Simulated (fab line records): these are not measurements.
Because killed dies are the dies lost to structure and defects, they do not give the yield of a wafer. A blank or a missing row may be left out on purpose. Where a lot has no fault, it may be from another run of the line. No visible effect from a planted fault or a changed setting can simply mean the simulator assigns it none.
The tool behind it: which one?    flow sky130    13 lots with 39 wafers sampled at 5 steps, on a route of 708 steps

## WHAT EACH GAUGE READ, for each wafer
SKY_POLY_GATE_THK_MEAS_21.
lot   measured      on             POLY_GATE_OXIDATION_THK (nm)
L693  day 16 22:29  film_metro-01  4.04 4.03 4.19
L694  day 17 19:26  film_metro-01  3.98 4.09 3.97
L695  day 17 23:32  film_metro-04  3.95 4.05 4.02
L696  day 18 04:57  film_metro-02  3.97 3.97 3.99
L697  day 18 19:46  film_metro-01  3.94 3.93 3.93
L698  day 18 21:59  film_metro-02  3.97 4.00 3.95
L699  day 19 18:14  film_metro-01  4.10 4.03 3.95
L701  day 20 09:10  film_metro-02  3.96 3.97 4.02
L708  day 22 10:26  film_metro-04  4.01 4.00 3.99
L710  day 22 16:47  film_metro-02  3.97 3.96 4.01
L711  day 23 09:26  film_metro-04  4.05 4.02 4.03
L713  day 24 00:24  film_metro-02  4.05 4.00 4.08
L714  day 24 06:01  film_metro-02  4.00 3.98 4.02

SKY_LDD_P_OVL_MEAS_08.
lot   measured      on          LDD_P_OVL (nm)
L693  day 19 11:48  overlay-01  -2.2 0.6 -1.4
L694  day 20 08:06  overlay-01  0.0 -0.7 -0.9
L695  day 20 13:23  overlay-01  -2.5 -0.7 1.0
L696  day 20 18:49  overlay-01  1.3 1.7 0.4
L697  day 21 09:59  overlay-02  -1.1 -1.3 -1.5
L698  day 21 12:18  overlay-02  1.0 1.8 0.3
L699  day 22 07:46  overlay-02  -1.7 0.6 2.3
L701  day 22 23:24  overlay-02  1.1 2.0 2.0
L708  day 24 23:32  overlay-01  -1.2 -3.4 -1.8
L710  day 25 04:54  overlay-01  -1.9 -0.5 0.9
L711  day 25 22:18  overlay-02  -0.4 0.4 -0.2
L713  day 26 12:58  overlay-01  0.3 0.7 0.1
L714  day 26 18:42  overlay-02  -0.2 0.2 0.0

SKY_LDD_HVN_TW_MEAS_10.
lot   measured      on             LDD_HVN_TW
L693  day 20 19:07  film_metro-01  1410 1404 1413
L694  day 21 15:03  film_metro-01  1425 1426 1435
L695  day 21 19:42  film_metro-04  1422 1423 1426
L696  day 22 01:24  film_metro-04  1428 1419 1421
L697  day 22 19:14  film_metro-02  1419 1409 1406
L698  day 22 19:24  film_metro-01  1429 1417 1427
L699  day 23 14:50  film_metro-04  1427 1430 1418
L701  day 24 06:00  film_metro-01  1423 1416 1426
L708  day 26 05:47  film_metro-01  1424 1428 1367
L710  day 26 10:36  film_metro-02  1402 1414 1407
L711  day 27 03:49  film_metro-01  1411 1408 1405
L713  day 27 18:51  film_metro-01  1411 1417 1416
L714  day 27 23:57  film_metro-02  1414 1406 1412

## WHAT TOOL EACH LOT RAN ON (gives the tool, then ch and the chambers of the sampled wafers, and finally the start)
lot   SKY_POLY_GATE_ETCH_16               SKY_LDD_HVN_IMPLANT_08
L693  rie_diel-01 ch 0,1,2, day 16 19:40  implanter-04 ch 0, day 20 18:52
L694  rie_diel-01 ch 0,1,2, day 17 17:06  implanter-04 ch 0, day 21 14:48
L695  rie_diel-02 ch 1,3, day 17 19:48    implanter-03 ch 0, day 21 19:27
L696  rie_diel-02 ch 1,2,3, day 18 03:00  implanter-02 ch 0, day 22 01:11
L697  rie_diel-02 ch 1,2, day 18 16:58    implanter-02 ch 0, day 22 18:59
L698  rie_diel-03 ch 0,1,2, day 18 19:24  implanter-03 ch 0, day 22 19:09
L699  rie_diel-02 ch 0,2,3, day 19 16:39  implanter-04 ch 0, day 23 14:37
L701  rie_diel-03 ch 2,3, day 20 07:35    implanter-02 ch 0, day 24 05:47
L708  rie_diel-03 ch 0,1,3, day 22 06:37  implanter-03 ch 0, day 26 05:32
L710  rie_diel-03 ch 1,2, day 22 15:13    implanter-02 ch 0, day 26 10:21
L711  rie_diel-01 ch 0,1,2, day 23 07:52  implanter-04 ch 0, day 27 03:34
L713  rie_diel-03 ch 1,2,3, day 23 22:42  implanter-04 ch 0, day 27 18:38
L714  rie_diel-02 ch 0,1,2, day 24 03:40  implanter-04 ch 0, day 27 23:42
- SKY_POLY_GATE_ETCH_16: etches Si3N4 in CH3F/O2, stops on poly-Si, time 147.5 s, target depth 75 nm.
- SKY_LDD_HVN_IMPLANT_08

## AS READ BY THE TOOLS THEMSELVES (means over the sampled wafers that have a number; for cases with no such wafer, the mark the record gives instead)
SKY_POLY_GATE_ETCH_16.
lot   tool         bias_w (W)  drypump_motor_current_A (A)  oes_product_au (a.u.)  throttle_valve_pct (%)
L693  rie_diel-01  79.82       5.7                          0.645                  10.539
L694  rie_diel-01  80.06       5.7                          0.636                  10.537
L695  rie_diel-02  79.91       5.8                          0.632                  10.536
L696  rie_diel-02  79.92       5.5                          0.641                  10.529
L697  rie_diel-02  80.04       5.3                          0.639                  10.528
L698  rie_diel-03  79.86       6.0                          0.648                  10.532
L699  rie_diel-02  80.16       5.8                          0.641                  10.534
L701  rie_diel-03  79.98       5.5                          0.641                  10.535
L708  rie_diel-03  80.04       6.0                          0.647                  10.541
L710  rie_diel-03  79.96       5.7                          0.643                  10.529
L711  rie_diel-01  80.13       5.7                          0.644                  10.534
L713  rie_diel-03  80.01       5.6                          0.640                  10.535
L714  rie_diel-02  79.85       5.8                          0.642                  10.537

## THE ANSWER, worked out from the rows above alone
Rule: the lots themselves supply what counts as usual. Put in order of their means at a reading, lots are off if they are a third of the lots or fewer, leave a main group of 4 or more, and stand apart from it by a gap of 3 or more times the standard deviation of the main group's means; of several such gaps the widest counts. The tables above print the reading to a certain number of digits; a main group whose means all agree to those digits is not used. Also off: a lot with no number at a reading for which 4 or more lots have one. Where the step has rows for the other lots, those lots are counted as sound. The gauges are gone through in route order, then the tools' own readings, and for those a lot's mean is taken as printed above. At the first step where some lot is off, the reading lying furthest off is the one used; lots without a number count as furthest.
No lot is off on any of the readings shown, so nothing can be concluded from this.

## WHAT THE SIMULATOR HAD PUT IN
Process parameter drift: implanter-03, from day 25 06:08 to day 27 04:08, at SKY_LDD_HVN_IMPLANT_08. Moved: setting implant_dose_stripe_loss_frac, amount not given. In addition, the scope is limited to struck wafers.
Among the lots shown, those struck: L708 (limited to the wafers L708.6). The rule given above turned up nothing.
